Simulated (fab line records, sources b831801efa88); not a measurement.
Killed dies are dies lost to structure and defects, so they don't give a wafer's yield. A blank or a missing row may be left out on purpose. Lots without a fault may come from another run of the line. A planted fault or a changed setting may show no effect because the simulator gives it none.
fab line records | flow sfq_line
record lots=14 wafers=42 last_day=77
route steps=325 shown I5@237 I6@268 M7@283
lots that met no fault: from a run of the same line without faults
start_h: hours from the record's first day to the start of the lot's first wafer shown | wait_h: hours since the lot's step before | " the same as in the row above | L1.1+2: a row that stands for several wafers | - no value, or no start given | * or withheld: withheld | < > ~ a bound
route shown NAME@n: a module of which the file shows steps, and the number in the route of the first | usual: mean/standard deviation of fault-free wafers | same: alike in all rows | chamber/n: place in a boat | sites: the reading at each site | _std_site: their standard deviation | _edge_site: outer sites' mean less inner sites' | radius_mm: how far each site lies from the wafer's centre | mask NAME#n: copy n | behind: the tool/chamber that last shaped the wafer | hold: why the lot was held/for how many hours/how that ended | device: the transistor (n, p or np) that didn't switch | end of line: the same wafers' tests at the end of the route | a step without rows: its recipe alone | killed: dies lost to structure and defects at the first sort, not the wafer's yield | map: a wafer's dies, x killed, . not, _ none there
set.NAME: the setting as run; set.NAME@STEP: as run at that earlier step | model.NAME: the simulator's own value behind a step, which no gauge read
steps of the route over a sample of lots; a table a step, a row a wafer
services: from which hour (start_h, from the record's first day; less than 0 if before it) a tool's chamber was out of use, for how many hours, and why
## steps
# step SFQ_TRILAYER_I5_ETCH_VIA_ETCH_147
# recipe stop_on=Nb mask_material=PR chemistry=CHF3 target_depth_nm=360 source_w=500 bias_w=80 pressure_mtorr=30 time_s=withheld
# usual drypump_motor_current_A=5.8/0.39 oes_product_au=0.988/0.0066
# columns lot.wafer tool chamber start_h wait_h drypump_motor_current_A oes_product_au
L961.2 rie_diel-02 0 1240.01 0.0 6.0 0.994
L961.3 " 1 " " 6.1 0.979
L961.5 " 1 " " 6.1 0.983
L964.1 rie_diel-03 2 1249.61 0.0 5.9 0.991
L964.2 " 3 " " 5.2 0.982
L964.6 " 2 " " 5.9 0.998
L966.1 rie_diel-02 2 1279.78 0.0 6.1 0.990
L966.2 " 3 " " 5.8 0.987
L966.3 " 0 " " 6.0 0.995
L971.3 rie_diel-01 2 1313.38 0.0 6.1 0.981
L971.5 " 2 " " 6.1 0.991
L971.6 " 1 " " 5.8 0.980
L973.2 rie_diel-01 3 1343.93 0.0 5.8 0.979
L973.5 " 2 " " 6.1 0.983
L973.6 " 3 " " 5.8 0.983
L974.2 rie_diel-03 2 1354.73 0.0 5.9 0.979
L974.4 " 2 " " 5.9 0.992
L974.6 " 3 " " 5.2 0.981
L975.1 rie_diel-03 3 1358.33 0.0 5.2 0.988
L975.5 " 1 " " 6.1 0.989
L975.6 " 2 " " 5.9 0.983
L978.3 rie_diel-03 3 1377.63 0.0 5.2 0.974
L978.5 " 3 " " 5.2 0.993
L978.6 " 0 " " 6.0 0.992
L979.1 rie_diel-01 3 1382.43 0.0 5.7 0.990
L979.2 " 2 " " 6.1 0.988
L979.3 " 1 " " 5.8 0.986
L980.1 rie_diel-02 3 1394.43 0.0 5.8 1.001
L980.2 " 2 " " 6.1 0.994
L980.5 " 3 " " 5.8 0.989
L981.2 rie_diel-01 1 1395.63 0.0 5.8 0.983
L981.3 " 3 " " 5.8 0.988
L981.5 " 3 " " 5.7 0.995
L982.1 rie_diel-02 3 1402.83 0.0 5.8 0.987
L982.4 " 2 " " 6.1 0.975
L982.5 " 3 " " 5.8 0.987
L983.4 rie_diel-03 1 1405.23 0.0 6.1 0.994
L983.5 " 2 " " 6.0 0.990
L983.6 " 3 " " 5.2 0.980
L984.2 rie_diel-03 0 1407.63 0.0 6.0 0.996
L984.5 " 3 " " 5.2 0.983
L984.6 " 2 " " 5.9 0.985
# step SFQ_I6_BOW_MEAS_941
# recipe mode=bow
# usual I6_BOW=4/11
# columns lot.wafer tool chamber start_h wait_h I6_BOW[um]
L961.2 film_metro-03 - 1393.09 2.0 -10
L961.3 " - " " -1
L961.5 " - " " -6
L964.1 film_metro-01 - 1406.87 2.5 1
L964.2 " - " " 5
L964.6 " - " " -6
L966.1 film_metro-02 - 1438.45 2.5 -4
L966.2 " - " " 5
L966.3 " - " " -9
L971.3 film_metro-02 - 1475.87 1.0 -5
L971.5 " - " " -14
L971.6 " - " " -4
L973.2 film_metro-02 - 1487.29 1.5 -21
L973.5 " - " " -2
L973.6 " - " " -14
L974.2 film_metro-02 - 1490.29 2.0 7
L974.4 " - " " -6
L974.6 " - " " 5
L975.1 film_metro-01 - 1494.45 2.0 16
L975.5 " - " " -10
L975.6 " - " " -5
L978.3 film_metro-03 - 1509.63 1.5 -1
L978.5 " - " " 3
L978.6 " - " " 0
L979.1 film_metro-01 - 1513.76 2.5 -2
L979.2 " - " " 17
L979.3 " - " " 19
L980.1 film_metro-03 - 1544.96 2.5 8
L980.2 " - " " 17
L980.5 " - " " 13
L981.2 film_metro-01 - 1547.98 1.0 21
L981.3 " - " " 33
L981.5 " - " " 30
L982.1 film_metro-01 - 1555.26 2.5 3
L982.4 " - " " -7
L982.5 " - " " -8
L983.4 film_metro-01 - 1557.38 1.1 16
L983.5 " - " " 4
L983.6 " - " " 16
L984.2 film_metro-03 - 1561.28 2.0 -8
L984.5 " - " " 7
L984.6 " - " " -3
# step SFQ_M7_RS_MEAS_943
# recipe thk_meas_gauge=four-point-probe reads=Nb_of_TRILAYER_M7_DEP_SPUTTER_175
# usual M7_NB_RS=0.889/0.0099
# columns lot.wafer tool chamber start_h wait_h M7_NB_RS[ohm/sq]
L961.2 film_metro-03 - 1498.83 0.1 0.899
L961.3 " - " " 0.867
L961.5 " - " " 0.866
L964.1 film_metro-04 - 1515.01 0.0 0.883
L964.2 " - " " 0.883
L964.6 " - " " 0.884
L966.1 film_metro-02 - 1543.81 0.0 0.897
L966.2 " - " " 0.892
L966.3 " - " " 0.885
L971.3 film_metro-04 - 1578.65 0.1 0.891
L971.5 " - " " 0.894
L971.6 " - " " 0.876
L973.2 film_metro-02 - 1593.03 0.1 0.898
L973.5 " - " " 0.895
L973.6 " - " " 0.899
L974.2 film_metro-02 - 1596.18 0.1 0.888
L974.4 " - " " 0.886
L974.6 " - " " 0.886
L975.1 film_metro-04 - 1602.16 0.0 0.882
L975.5 " - " " 0.888
L975.6 " - " " 0.871
L978.3 film_metro-02 - 1623.18 0.1 0.899
L978.5 " - " " 0.885
L978.6 " - " " 0.900
L979.1 film_metro-03 - 1624.34 0.0 0.882
L979.2 " - " " 0.879
L979.3 " - " " 0.871
L980.1 film_metro-04 - 1639.95 0.0 0.877
L980.2 " - " " 0.900
L980.5 " - " " 0.900
L981.2 film_metro-02 - 1642.37 0.1 0.875
L981.3 " - " " 0.881
L981.5 " - " " 0.874
L982.1 film_metro-02 - 1649.55 0.0 0.896
L982.4 " - " " 0.895
L982.5 " - " " 0.890
L983.4 film_metro-02 - 1650.80 0.1 0.900
L983.5 " - " " 0.876
L983.6 " - " " 0.881
L984.2 film_metro-04 - 1655.56 0.1 0.880
L984.5 " - " " 0.882
L984.6 " - " " 0.890
# step SFQ_TRILAYER_M7_LITHO_COAT_182
# recipe resist=BARC spin_rpm=3000 resist_thk_nm=62
# usual chill_plate_temp_C=23.00/0.1 dispense_pressure_kPa=48/5.2 resist_line_temp_C=23.00/0.1 spin_speed_rpm=2999.9/1.8
# columns lot.wafer tool chamber start_h wait_h chill_plate_temp_C dispense_pressure_kPa resist_line_temp_C spin_speed_rpm
L961.2 litho_track-02 0 1499.04 0.1 22.95 55 22.86 2998.5
L961.3 " 0 " " 23.09 56 22.76 2998.0
L961.5 " 0 " " 22.94 55 22.98 3000.1
L964.1 litho_track-02 0 1515.19 0.1 22.79 55 23.00 2997.5
L964.2 " 0 " " 22.96 55 22.95 3000.8
L964.6 " 0 " " 23.05 56 22.97 2999.5
L966.1 litho_track-04 0 1543.99 0.1 23.08 44 22.76 2926.3
L966.2 " 0 " " 23.21 44 22.95 2927.4
L966.3 " 0 " " 23.04 44 23.05 2927.6
L971.3 litho_track-04 0 1578.89 0.1 22.96 44 22.85 2929.1
L971.5 " 0 " " 22.91 44 23.03 2928.2
L971.6 " 0 " " 23.09 44 23.02 2929.9
L973.2 litho_track-02 0 1593.24 0.1 23.01 55 23.14 2998.4
L973.5 " 0 " " 23.13 55 22.90 3002.0
L973.6 " 0 " " 23.09 55 23.09 3001.0
L974.2 litho_track-02 0 1596.39 0.1 23.04 55 22.87 3000.8
L974.4 " 0 " " 23.00 56 22.90 2999.7
L974.6 " 0 " " 23.05 55 22.90 3001.7
L975.1 litho_track-01 0 1602.34 0.1 22.83 46 22.97 3000.5
L975.5 " 0 " " 22.89 46 22.92 2999.9
L975.6 " 0 " " 23.02 46 22.92 2998.8
L978.3 litho_track-01 0 1623.42 0.1 23.07 46 22.96 2999.9
L978.5 " 0 " " 22.89 46 23.07 2998.2
L978.6 " 0 " " 23.00 46 22.82 2996.5
L979.1 litho_track-01 0 1624.52 0.1 23.10 46 22.87 3001.7
L979.2 " 0 " " 22.93 46 23.00 2998.6
L979.3 " 0 " " 22.94 46 23.01 2998.7
L980.1 litho_track-04 0 1640.13 0.1 23.02 44 22.95 3004.9
L980.2 " 0 " " 23.19 44 23.10 3002.5
L980.5 " 0 " " 23.03 44 22.99 3003.1
L981.2 litho_track-04 0 1642.58 0.1 22.94 44 22.90 3000.0
L981.3 " 0 " " 22.93 44 23.05 2998.2
L981.5 " 0 " " 22.93 44 23.10 2999.5
L982.1 litho_track-02 0 1649.73 0.1 22.91 55 23.08 3002.6
L982.4 " 0 " " 23.17 56 22.98 3001.0
L982.5 " 0 " " 23.01 55 23.12 2999.6
L983.4 litho_track-04 0 1651.07 0.2 23.15 44 22.89 2999.9
L983.5 " 0 " " 23.01 44 22.89 2997.1
L983.6 " 0 " " 23.01 44 23.02 2997.2
L984.2 litho_track-04 0 1655.77 0.1 22.78 44 22.96 3000.5
L984.5 " 0 " " 22.91 44 22.82 2996.5
L984.6 " 0 " " 22.81 44 22.86 2998.5
## services
# columns tool chamber start_h hours kind
rie_diel-03 - 1233.67 2.8 pm
rie_diel-02 - 1234.80 0.8 repair
rie_diel-02 2 1269.71 7.2 repair
rie_diel-01 - 1274.65 0.3 repair
rie_diel-03 0 1337.98 3.3 repair
rie_diel-01 3 1345.92 15.2 repair
rie_diel-03 0 1349.36 19.7 repair
rie_diel-01 0 1349.95 13.8 repair
rie_diel-02 1 1404.64 4.9 repair
rie_diel-01 0 1414.14 2.5 repair
rie_diel-02 2 1463.52 8.9 repair
rie_diel-03 - 1468.52 15.6 pm
rie_diel-02 2 1487.77 4.2 repair
rie_diel-01 - 1504.32 0.8 repair
rie_diel-03 - 1547.12 0.4 repair
rie_diel-02 1 1553.43 72.4 repair
rie_diel-03 2 1603.64 - clean
rie_diel-03 2 1603.64 18.2 scheduled_down
rie_diel-03 2 1603.64 18.2 vent_cycle
rie_diel-01 3 1614.42 - clean
rie_diel-01 3 1614.42 21.2 scheduled_down
rie_diel-01 3 1614.42 21.2 vent_cycle
rie_diel-01 2 1619.07 7.3 repair
rie_diel-02 - 1635.43 0.9 repair
## key
first_sign step=SFQ_TRILAYER_M7_LITHO_COAT_182 reading=spin_speed_rpm direction=down sigmas=40 usual=2999.9 struck=2928.1
effect none on later readings
met_at SFQ_TRILAYER_M7_LITHO_COAT_182
struck_lots L966,L971
not_acting_at SFQ_TRILAYER_I5_ETCH_VIA_ETCH_147,SFQ_I6_BOW_MEAS_941,SFQ_M7_RS_MEAS_943
fault kind=process_parameter_drift tool=litho_track-04 chamber=- onset_h=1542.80 steps=SFQ_TRILAYER_M7_LITHO_COAT_182 channel=spin_rpm offset=-71.658 shape=step end_h=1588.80 acts_in=these_recipes_only stated=3000
